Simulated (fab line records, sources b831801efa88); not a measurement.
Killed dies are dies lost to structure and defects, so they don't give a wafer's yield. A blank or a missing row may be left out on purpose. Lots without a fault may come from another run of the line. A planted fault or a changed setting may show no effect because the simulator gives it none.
fab line records | flow sky130
record lots=24 wafers=72 last_day=50
route steps=708 shown PWDE@52 GATE_OXIDE@197 LDD_HVN@276 METAL3@533 PASSIVATION@684
lots that met no fault: from a run of the same line without faults
start_h: hours from the record's first day to the start of the lot's first wafer shown | wait_h: hours since the lot's step before | " the same as in the row above | L1.1+2: a row that stands for several wafers | - no value, or no start given | * or withheld: withheld | < > ~ a bound
route shown NAME@n: a module of which the file shows steps, and the number in the route of the first | usual: mean/standard deviation of fault-free wafers | same: alike in all rows | chamber/n: place in a boat | sites: the reading at each site | _std_site: their standard deviation | _edge_site: outer sites' mean less inner sites' | radius_mm: how far each site lies from the wafer's centre | mask NAME#n: copy n | behind: the tool/chamber that last shaped the wafer | hold: why the lot was held/for how many hours/how that ended | device: the transistor (n, p or np) that didn't switch | end of line: the same wafers' tests at the end of the route | a step without rows: its recipe alone | killed: dies lost to structure and defects at the first sort, not the wafer's yield | map: a wafer's dies, x killed, . not, _ none there
set.NAME: the setting as run; set.NAME@STEP: as run at that earlier step | model.NAME: the simulator's own value behind a step, which no gauge read
steps of the route over a sample of lots; a table a step, a row a wafer
services: from which hour (start_h, from the record's first day; less than 0 if before it) a tool's chamber was out of use, for how many hours, and why
## steps
# step SKY_PWDE_OVL_MEAS_07
# usual PWDE_OVL=-0.9/1.3
# columns lot.wafer tool chamber start_h wait_h PWDE_OVL[nm]
L074.1 overlay-02 - 68.49 - 0.0
L074.4 " - " " -0.9
L074.6 " - " " -0.9
L075.4 overlay-01 - 72.76 - -0.3
L075.5 " - " " -1.2
L075.6 " - " " -0.5
L076.3 overlay-02 - 81.39 - 0.9
L076.4 " - " " 1.3
L076.5 " - " " 0.2
L077.3 overlay-02 - 87.95 - -2.1
L077.4 " - " " -0.2
L077.6 " - " " -1.6
L078.2 overlay-01 - 92.20 - -2.6
L078.3 " - " " -1.3
L078.4 " - " " -3.1
L079.1 overlay-02 - 97.22 - 0.2
L079.3 " - " " 0.6
L079.6 " - " " -1.5
L080.3 overlay-02 - 102.90 - 0.5
L080.5 " - " " -1.1
L080.6 " - " " -1.8
L081.2 overlay-01 - 108.75 - -0.8
L081.4 " - " " 0.5
L081.6 " - " " -0.3
L082.2 overlay-01 - 111.25 - -0.2
L082.4 " - " " -1.3
L082.5 " - " " -1.1
L083.2 overlay-01 - 116.80 - -0.6
L083.4 " - " " -0.8
L083.5 " - " " -1.5
L084.1 overlay-01 - 123.28 - -0.8
L084.2 " - " " -1.2
L084.4 " - " " 1.5
L085.3 overlay-02 - 129.00 - -3.1
L085.4 " - " " -2.5
L085.5 " - " " -3.0
L086.1 overlay-01 - 134.63 - -2.1
L086.3 " - " " -2.0
L086.4 " - " " -4.1
L087.2 overlay-01 - 142.48 - -2.0
L087.3 " - " " -0.3
L087.4 " - " " -1.1
L088.3 overlay-01 - 145.15 - -0.7
L088.4 " - " " -0.4
L088.5 " - " " -1.1
L089.2 overlay-02 - 154.53 - -1.3
L089.3 " - " " -2.9
L089.6 " - " " -0.9
L090.3 overlay-02 - 159.74 - -3.0
L090.4 " - " " 0.6
L090.5 " - " " -2.5
L091.3 overlay-01 - 164.89 - -0.5
L091.4 " - " " 0.1
L091.6 " - " " 1.2
L092.2 overlay-01 - 171.28 - -0.2
L092.3 " - " " 1.1
L092.4 " - " " 1.0
L093.1 overlay-01 - 176.09 - 0.6
L093.3 " - " " -1.3
L093.4 " - " " 1.1
L094.1 overlay-01 - 181.08 - -1.9
L094.2 " - " " -0.1
L094.4 " - " " -1.1
L095.1 overlay-01 - 188.88 - -2.1
L095.4 " - " " -1.1
L095.5 " - " " -2.0
L096.1 overlay-01 - 194.67 - 1.1
L096.2 " - " " -1.2
L096.4 " - " " -1.0
L097.2 overlay-02 - 199.78 - 1.1
L097.4 " - " " -2.7
L097.5 " - " " -1.3
# step SKY_PWDE_STRIP_09
# recipe chemistry=O2/N2 power_w=1400 pressure_mtorr=1500 platen_temp_c=withheld o2_flow_sccm=3000 n2_flow_sccm=300 overash_fraction=0.5
# usual drypump_motor_current_A=5.66/0.17 oes_product_au=0.723/0.0049 strip_time_to_endpoint_s=36.95/0.12
# columns lot.wafer tool chamber start_h wait_h drypump_motor_current_A oes_product_au rf_hours_counter_h strip_time_to_endpoint_s
L074.1 plasma_asher-01 0 68.68 0.1 5.46 0.716 39 37.03
L074.4 " 0 " " 5.46 0.734 - 36.93
L074.6 " 0 " " 5.46 0.725 - 36.88
L075.4 plasma_asher-03 1 73.01 0.1 5.63 0.724 - 36.71
L075.5 " 0 " " 5.64 0.717 - 36.80
L075.6 " 1 " " 5.64 0.718 - 36.73
L076.3 plasma_asher-03 0 81.60 0.1 5.63 0.725 - 36.86
L076.4 " 1 " " 5.66 0.726 - 36.97
L076.5 " 1 " " 5.67 0.725 - 36.86
L077.3 plasma_asher-01 0 88.16 0.1 5.45 0.713 - 37.24
L077.4 " 1 " " 6.01 0.723 - 37.21
L077.6 " 0 " " 5.46 0.729 - 37.02
L078.2 plasma_asher-01 0 92.38 0.1 5.47 0.723 42 36.94
L078.3 " 1 " " 5.95 0.723 - 37.01
L078.4 " 0 " " 5.47 0.727 - 37.04
L079.1 plasma_asher-03 0 97.41 0.1 5.64 0.721 40 36.90
L079.3 " 0 " " 5.63 0.722 - 36.90
L079.6 " 1 " " 5.68 0.726 - 36.99
L080.3 plasma_asher-03 0 103.11 0.1 5.62 0.730 - 36.82
L080.5 " 1 " " 5.66 0.731 - 36.95
L080.6 " 0 " " 5.62 0.722 - 36.84
L081.2 plasma_asher-03 0 108.93 0.1 5.63 0.731 41 36.98
L081.4 " 1 " " 5.69 0.718 - 36.96
L081.6 " 1 " " 5.68 0.722 - 36.92
L082.2 plasma_asher-01 1 111.43 0.1 6.00 0.722 45 37.02
L082.4 " 0 " " 5.42 0.727 - 37.01
L082.5 " 0 " " 5.43 0.724 - 37.04
L083.2 plasma_asher-03 0 116.98 0.1 5.62 0.719 42 37.04
L083.4 " 0 " " 5.65 0.721 - 37.06
L083.5 " 0 " " 5.63 0.735 - 37.00
L084.1 plasma_asher-03 0 123.46 0.1 5.64 0.725 43 37.07
L084.2 " 1 " " 5.66 0.716 43 36.99
L084.4 " 1 " " 5.67 0.722 - 36.86
L085.3 plasma_asher-04 1 129.21 0.1 5.43 0.717 - 36.81
L085.4 " 0 " " 5.70 0.717 - 36.80
L085.5 " 1 " " 5.42 0.723 - 36.77
L086.1 plasma_asher-03 0 134.81 0.1 5.66 0.731 44 37.09
L086.3 " 1 " " 5.68 0.716 - 37.05
L086.4 " 0 " " 5.63 0.724 - 37.00
L087.2 plasma_asher-03 1 142.66 0.1 5.67 0.728 45 37.08
L087.3 " 1 " " 5.69 0.734 - 37.00
L087.4 " 0 " " 5.60 0.714 - 36.99
L088.3 plasma_asher-03 1 145.36 0.1 5.67 0.720 - 37.12
L088.4 " 0 " " 5.67 0.722 - 37.02
L088.5 " 1 " " 5.67 0.725 - 37.09
L089.2 plasma_asher-01 1 154.71 0.1 5.96 0.722 49 37.07
L089.3 " 1 " " 5.95 0.725 - 36.97
L089.6 " 1 " " 5.91 0.718 - 37.05
L090.3 plasma_asher-04 1 159.95 0.1 5.45 0.731 - 37.09
L090.4 " 0 " " 5.66 0.724 - 37.12
L090.5 " 0 " " 5.67 0.720 - 37.02
L091.3 plasma_asher-01 0 165.10 0.1 5.46 0.717 - 36.99
L091.4 " 1 " " 5.97 0.716 - 36.92
L091.6 " 0 " " 5.46 0.723 - 36.90
L092.2 plasma_asher-01 1 171.46 0.1 5.94 0.727 50 37.00
L092.3 " 0 " " 5.47 0.732 - 36.92
L092.4 " 1 " " 5.93 0.719 - 37.01
L093.1 plasma_asher-01 1 176.28 0.1 6.00 0.719 51 36.71
L093.3 " 1 " " 5.97 0.715 - 36.61
L093.4 " 0 " " 5.45 0.724 - 36.65
L094.1 plasma_asher-04 1 181.26 0.1 5.44 0.718 6 36.82
L094.2 " 0 " " 5.70 0.722 6 36.83
L094.4 " 1 " " 5.45 0.717 - 36.81
L095.1 plasma_asher-04 1 189.06 0.1 5.42 0.729 7 37.00
L095.4 " 1 " " 5.45 0.725 - 36.91
L095.5 " 1 " " 5.44 0.724 - 36.96
L096.1 plasma_asher-03 0 194.86 0.1 5.62 0.721 50 37.06
L096.2 " 1 " " 5.72 0.721 50 37.05
L096.4 " 1 " " 5.68 0.723 - 37.03
L097.2 plasma_asher-01 0 199.96 0.1 5.46 0.723 53 36.91
L097.4 " 1 " " 5.95 0.723 - 36.88
L097.5 " 0 " " 5.47 0.724 - 36.91
# step SKY_GATE_OXIDE_OVL_MEAS_10
# usual GATE_OXIDE_OVL=0.2/1.3
# columns lot.wafer tool chamber start_h wait_h GATE_OXIDE_OVL[nm]
L074.1 overlay-02 - 307.14 0.1 1.2
L074.4 " - " " 0.8
L074.6 " - " " 0.3
L075.4 overlay-02 - 324.35 0.1 -0.7
L075.5 " - " " -1.8
L075.6 " - " " -1.4
L076.3 overlay-02 - 335.20 0.1 1.2
L076.4 " - " " -0.6
L076.5 " - " " 0.5
L077.3 overlay-01 - 335.30 0.1 -0.2
L077.4 " - " " 0.6
L077.6 " - " " 1.3
L078.2 overlay-01 - 344.74 0.1 -0.4
L078.3 " - " " 0.9
L078.4 " - " " -0.3
L079.1 overlay-01 - 350.69 0.1 0.8
L079.3 " - " " 0.6
L079.6 " - " " 1.3
L080.3 overlay-01 - 362.00 0.1 -0.3
L080.5 " - " " -1.7
L080.6 " - " " 0.1
L081.2 overlay-02 - 363.35 0.1 2.3
L081.4 " - " " 1.5
L081.6 " - " " 0.9
L082.2 overlay-01 - 371.08 0.1 -0.3
L082.4 " - " " 0.3
L082.5 " - " " -0.3
L083.2 overlay-01 - 375.20 0.1 -0.1
L083.4 " - " " 1.9
L083.5 " - " " 0.7
L084.1 overlay-01 - 384.67 0.1 -1.1
L084.2 " - " " -0.2
L084.4 " - " " -1.8
L085.3 overlay-02 - 397.00 0.1 0.5
L085.4 " - " " -0.5
L085.5 " - " " -0.3
L086.1 overlay-01 - 401.44 0.1 1.3
L086.3 " - " " -0.4
L086.4 " - " " -0.7
L087.2 overlay-01 - 416.10 0.1 -1.0
L087.3 " - " " 0.2
L087.4 " - " " -0.5
L088.3 overlay-02 - 420.68 0.1 0.7
L088.4 " - " " -0.1
L088.5 " - " " 0.3
L089.2 overlay-02 - 429.25 0.1 -0.9
L089.3 " - " " -0.1
L089.6 " - " " 1.0
L090.3 overlay-02 - 445.90 0.1 -2.2
L090.4 " - " " -1.8
L090.5 " - " " -2.6
L091.3 overlay-01 - 452.85 0.1 0.0
L091.4 " - " " -1.8
L091.6 " - " " 0.9
L092.2 overlay-01 - 458.74 0.1 1.5
L092.3 " - " " -1.8
L092.4 " - " " 1.8
L093.1 overlay-02 - 466.09 0.1 2.1
L093.3 " - " " 2.1
L093.4 " - " " 1.4
L094.1 overlay-01 - 476.14 0.1 -0.4
L094.2 " - " " -0.9
L094.4 " - " " 0.2
L095.1 overlay-02 - 487.29 0.1 1.2
L095.4 " - " " 1.4
L095.5 " - " " 1.7
L096.1 overlay-01 - 491.29 0.1 0.1
L096.2 " - " " 2.6
L096.4 " - " " 1.9
L097.2 overlay-01 - 501.43 0.1 1.9
L097.4 " - " " 2.0
L097.5 " - " " 1.3
# step SKY_LDD_HVN_STRIP_09
# recipe chemistry=O2/N2 power_w=1400 pressure_mtorr=1500 platen_temp_c=withheld o2_flow_sccm=3000 n2_flow_sccm=300 overash_fraction=0.5
# usual drypump_motor_current_A=5.66/0.22 oes_product_au=0.408/0.0047 strip_time_to_endpoint_s=4.134/0.016
# columns lot.wafer tool chamber start_h wait_h drypump_motor_current_A oes_product_au rf_hours_counter_h strip_time_to_endpoint_s
L074.1 plasma_asher-01 1 465.17 0.1 5.96 0.408 81 4.152
L074.4 " 0 " " 5.47 0.410 - 4.154
L074.6 " 1 " " 5.96 0.403 - 4.142
L075.4 plasma_asher-03 0 483.15 0.1 5.62 0.418 - 4.159
L075.5 " 1 " " 5.68 0.417 - 4.136
L075.6 " 0 " " 5.62 0.406 - 4.112
L076.3 plasma_asher-02 0 494.14 0.1 5.36 0.407 - 4.130
L076.4 " 1 " " 5.59 0.408 - 4.118
L076.5 " 0 " " 5.34 0.411 - 4.152
L077.3 plasma_asher-01 1 495.09 0.1 5.97 0.404 - 4.103
L077.4 " 0 " " 5.45 0.404 - 4.124
L077.6 " 0 " " 5.44 0.407 - 4.121
L078.2 plasma_asher-02 0 502.98 0.1 5.39 0.407 68 4.116
L078.3 " 0 " " 5.36 0.405 - 4.096
L078.4 " 1 " " 5.60 0.407 - 4.105
L079.1 plasma_asher-01 0 513.52 0.1 5.46 0.403 85 4.141
L079.3 " 1 " " 5.97 0.409 - 4.126
L079.6 " 0 " " 5.46 0.415 - 4.138
L080.3 plasma_asher-01 1 523.46 0.1 5.96 0.410 - 4.129
L080.5 " 1 " " 5.98 0.414 - 4.131
L080.6 " 0 " " 5.45 0.412 - 4.145
L081.2 plasma_asher-01 1 526.13 0.1 5.97 0.403 86 4.122
L081.4 " 1 " " 5.98 0.412 - 4.123
L081.6 " 0 " " 5.47 0.404 - 4.091
L082.2 plasma_asher-01 0 533.08 0.1 5.47 0.414 86 4.130
L082.4 " 0 " " 5.45 0.399 - 4.088
L082.5 " 0 " " 5.45 0.406 - 4.099
L083.2 plasma_asher-01 0 539.22 0.1 5.46 0.409 87 4.115
L083.4 " 1 " " 5.98 0.403 - 4.140
L083.5 " 1 " " 5.95 0.417 - 4.128
L084.1 plasma_asher-03 1 547.32 0.1 5.69 0.412 12 4.125
L084.2 " 0 " " 5.63 0.410 12 4.103
L084.4 " 0 " " 5.62 0.415 - 4.114
L085.3 plasma_asher-03 0 559.05 0.1 5.66 0.405 - 4.151
L085.4 " 1 " " 5.68 0.408 - 4.157
L085.5 " 1 " " 5.68 0.407 - 4.135
L086.1 plasma_asher-01 1 564.01 0.1 5.96 0.406 90 4.148
L086.3 " 1 " " 5.93 0.411 - 4.119
L086.4 " 0 " " 5.45 0.418 - 4.132
L087.2 plasma_asher-01 0 576.53 0.1 5.45 0.402 91 4.154
L087.3 " 1 " " 5.98 0.410 - 4.133
L087.4 " 0 " " 5.45 0.404 - 4.146
L088.3 plasma_asher-01 0 584.10 0.1 5.46 0.419 - 4.144
L088.4 " 1 " " 5.94 0.397 - 4.134
L088.5 " 0 " " 5.47 0.402 - 4.151
L089.2 plasma_asher-03 1 589.13 0.1 5.69 0.416 16 4.126
L089.3 " 0 " " 5.65 0.410 - 4.132
L089.6 " 0 " " 5.64 0.408 - 4.128
L090.3 plasma_asher-02 1 606.84 0.1 5.60 0.398 - 4.142
L090.4 " 0 " " 5.34 0.403 - 4.153
L090.5 " 0 " " 5.32 0.410 - 4.131
L091.3 plasma_asher-01 1 610.51 0.1 5.96 0.411 - 4.140
L091.4 " 0 " " 5.46 0.406 - 4.129
L091.6 " 0 " " 5.48 0.413 - 4.140
L092.2 plasma_asher-03 0 616.52 0.1 5.62 0.407 19 4.128
L092.3 " 0 " " 5.65 0.403 - 4.144
L092.4 " 1 " " 5.68 0.407 - 4.150
L093.1 plasma_asher-01 1 624.48 0.1 5.95 0.406 96 4.139
L093.3 " 0 " " 5.45 0.412 - 4.127
L093.4 " 1 " " 5.95 0.410 - 4.132
L094.1 plasma_asher-01 0 634.87 0.1 5.46 0.406 97 4.133
L094.2 " 1 " " 5.97 0.406 97 4.147
L094.4 " 0 " " 5.44 0.414 - 4.118
L095.1 plasma_asher-03 1 643.51 0.1 5.69 0.413 22 4.155
L095.4 " 1 " " 5.68 0.407 - 4.158
L095.5 " 1 " " 5.66 0.406 - 4.156
L096.1 plasma_asher-02 1 648.78 0.1 5.59 0.411 83 4.147
L096.2 " 0 " " 5.36 0.404 83 4.148
L096.4 " 0 " " 5.34 0.409 - 4.160
L097.2 plasma_asher-01 1 657.26 0.1 5.94 0.404 99 4.144
L097.4 " 0 " " 5.46 0.407 - 4.141
L097.5 " 1 " " 5.94 0.418 - 4.149
# step SKY_METAL3_SPUTTER_01
# recipe material=TiN target_thk_nm=20 power_w=6500 time_s=16.7 chamber_pressure_pa=0.4
# usual throttle_valve_pct=30.2/1.2
# columns lot.wafer tool chamber start_h wait_h throttle_valve_pct
L074.1 pvd_sputter-04 - 848.09 0.0 29.9
L074.4 " - " " 29.7
L074.6 " - " " 28.5
L075.4 pvd_sputter-04 - 865.78 0.0 29.9
L075.5 " - " " 32.4
L075.6 " - " " 28.5
L076.3 pvd_sputter-04 - 870.97 0.0 28.7
L076.4 " - " " 32.3
L076.5 " - " " 28.6
L077.3 pvd_sputter-02 - 874.47 0.0 29.0
L077.4 " - " " 30.7
L077.6 " - " " 29.3
L078.2 pvd_sputter-01 - 879.52 0.0 28.3
L078.3 " - " " 31.2
L078.4 " - " " 30.1
L079.1 pvd_sputter-02 - 891.75 0.0 29.2
L079.3 " - " " 30.6
L079.6 " - " " 29.1
L080.3 pvd_sputter-02 - 897.37 0.0 29.2
L080.5 " - " " 29.1
L080.6 " - " " 30.6
L081.2 pvd_sputter-02 - 898.74 0.0 29.1
L081.4 " - " " 30.4
L081.6 " - " " 30.6
L082.2 pvd_sputter-02 - 904.42 0.0 30.6
L082.4 " - " " 29.5
L082.5 " - " " 30.7
L083.2 pvd_sputter-04 - 910.77 0.0 30.0
L083.4 " - " " 28.7
L083.5 " - " " 29.7
L084.1 pvd_sputter-04 - 920.77 0.0 29.8
L084.2 " - " " 28.6
L084.4 " - " " 29.9
L085.3 pvd_sputter-04 - 929.28 0.0 29.7
L085.4 " - " " 28.6
L085.5 " - " " 29.8
L086.1 pvd_sputter-02 - 931.93 0.0 28.8
L086.3 " - " " 30.5
L086.4 " - " " 29.1
L087.2 pvd_sputter-02 - 944.22 0.0 30.5
L087.3 " - " " 29.3
L087.4 " - " " 28.9
L088.3 pvd_sputter-02 - 947.55 0.0 30.8
L088.4 " - " " 29.5
L088.5 " - " " 28.6
L089.2 pvd_sputter-02 - 951.42 0.0 28.7
L089.3 " - " " 30.6
L089.6 " - " " 29.0
L090.3 pvd_sputter-04 - 968.83 0.0 28.7
L090.4 " - " " 30.1
L090.5 " - " " 29.7
L091.3 pvd_sputter-04 - 972.44 0.0 32.3
L091.4 " - " " 28.8
L091.6 " - " " 29.7
L092.2 pvd_sputter-04 - 976.67 0.0 28.7
L092.3 " - " " 29.7
L092.4 " - " " 32.4
L093.1 pvd_sputter-01 - 980.83 0.0 31.5
L093.3 " - " " 28.8
L093.4 " - " " 32.4
L094.1 pvd_sputter-02 - 991.58 0.0 30.5
L094.2 " - " " 28.8
L094.4 " - " " 29.0
L095.1 pvd_sputter-01 - 999.59 0.0 32.3
L095.4 " - " " 29.9
L095.5 " - " " 31.3
L096.1 pvd_sputter-01 - 1001.05 0.0 31.3
L096.2 " - " " 30.1
L096.4 " - " " 32.2
L097.2 pvd_sputter-01 - 1011.66 0.0 31.4
L097.4 " - " " 32.3
L097.5 " - " " 32.2
# step SKY_PASSIVATION_THK_MEAS_03
# recipe reads=Si3N4_of_PASSIVATION_CVD_02
# usual PASSIVATION_CVD_02_THK=540/7.5
# columns lot.wafer tool chamber start_h wait_h PASSIVATION_CVD_02_THK[nm]
L074.1 film_metro-04 - 1027.52 - 535
L074.4 " - " " 547
L074.6 " - " " 547
L075.4 film_metro-04 - 1043.43 - 554
L075.5 " - " " 544
L075.6 " - " " 553
L076.3 film_metro-04 - 1047.99 - 537
L076.4 " - " " 546
L076.5 " - " " 547
L077.3 film_metro-02 - 1051.34 - 537
L077.4 " - " " 544
L077.6 " - " " 543
L078.2 film_metro-02 - 1055.13 - 533
L078.3 " - " " 534
L078.4 " - " " 535
L079.1 film_metro-03 - 1065.82 - 534
L079.3 " - " " 534
L079.6 " - " " 538
L080.3 film_metro-04 - 1072.29 - 540
L080.5 " - " " 540
L080.6 " - " " 548
L081.2 film_metro-03 - 1072.87 - 536
L081.4 " - " " 550
L081.6 " - " " 549
L082.2 film_metro-04 - 1076.06 - 535
L082.4 " - " " 545
L082.5 " - " " 544
L083.2 film_metro-03 - 1082.94 - 529
L083.4 " - " " 537
L083.5 " - " " 547
L084.1 film_metro-02 - 1092.91 - 533
L084.2 " - " " 535
L084.4 " - " " 548
L085.3 film_metro-04 - 1097.63 - 528
L085.4 " - " " 546
L085.5 " - " " 548
L086.1 film_metro-02 - 1101.56 - 537
L086.3 " - " " 529
L086.4 " - " " 539
L087.2 film_metro-03 - 1111.77 - 532
L087.3 " - " " 526
L087.4 " - " " 542
L088.3 film_metro-02 - 1114.84 - 540
L088.4 " - " " 548
L088.5 " - " " 553
L089.2 film_metro-02 - 1117.16 - 538
L089.3 " - " " 542
L089.6 " - " " 543
L090.3 film_metro-04 - 1131.39 - 549
L090.4 " - " " 549
L090.5 " - " " 551
L091.3 film_metro-03 - 1133.69 - 545
L091.4 " - " " 531
L091.6 " - " " 537
L092.2 film_metro-03 - 1138.62 - 537
L092.3 " - " " 547
L092.4 " - " " 543
L093.1 film_metro-04 - 1140.28 - 549
L093.3 " - " " 539
L093.4 " - " " 546
L094.1 film_metro-03 - 1146.78 - 522
L094.2 " - " " 522
L094.4 " - " " 533
L095.1 film_metro-02 - 1154.60 - 542
L095.4 " - " " 547
L095.5 " - " " 550
L096.1 film_metro-03 - 1157.12 - 533
L096.2 " - " " 530
L096.4 " - " " 539
L097.2 film_metro-04 - 1164.18 - 533
L097.4 " - " " 551
L097.5 " - " " 549
## services
# columns tool chamber start_h hours kind
pvd_sputter-02 - 158.64 0.6 repair
plasma_asher-01 - 189.02 2.8 pm
plasma_asher-01 - 206.80 1.6 repair
pvd_sputter-02 - 225.47 1.4 repair
plasma_asher-03 - 227.99 5.0 repair
pvd_sputter-02 - 307.30 1.0 repair
plasma_asher-03 - 322.64 28.1 pm
pvd_sputter-02 - 346.61 9.4 repair
plasma_asher-03 - 394.04 3.6 repair
plasma_asher-03 - 396.44 2.7 repair
pvd_sputter-02 - 401.27 5.2 repair
pvd_sputter-02 - 407.21 2.9 repair
plasma_asher-03 - 421.25 9.0 pm
plasma_asher-01 - 495.65 0.6 repair
plasma_asher-01 - 501.15 10.0 pm
plasma_asher-01 - 631.76 2.6 repair
plasma_asher-03 - 659.67 0.4 repair
plasma_asher-01 - 675.36 2.1 repair
plasma_asher-03 - 692.33 14.6 pm
plasma_asher-01 - 733.75 9.0 pm
plasma_asher-01 - 801.57 1.6 repair
plasma_asher-03 - 930.47 0.9 repair
plasma_asher-01 - 930.95 2.0 repair
plasma_asher-03 - 956.29 2.8 pm
## key
fault none
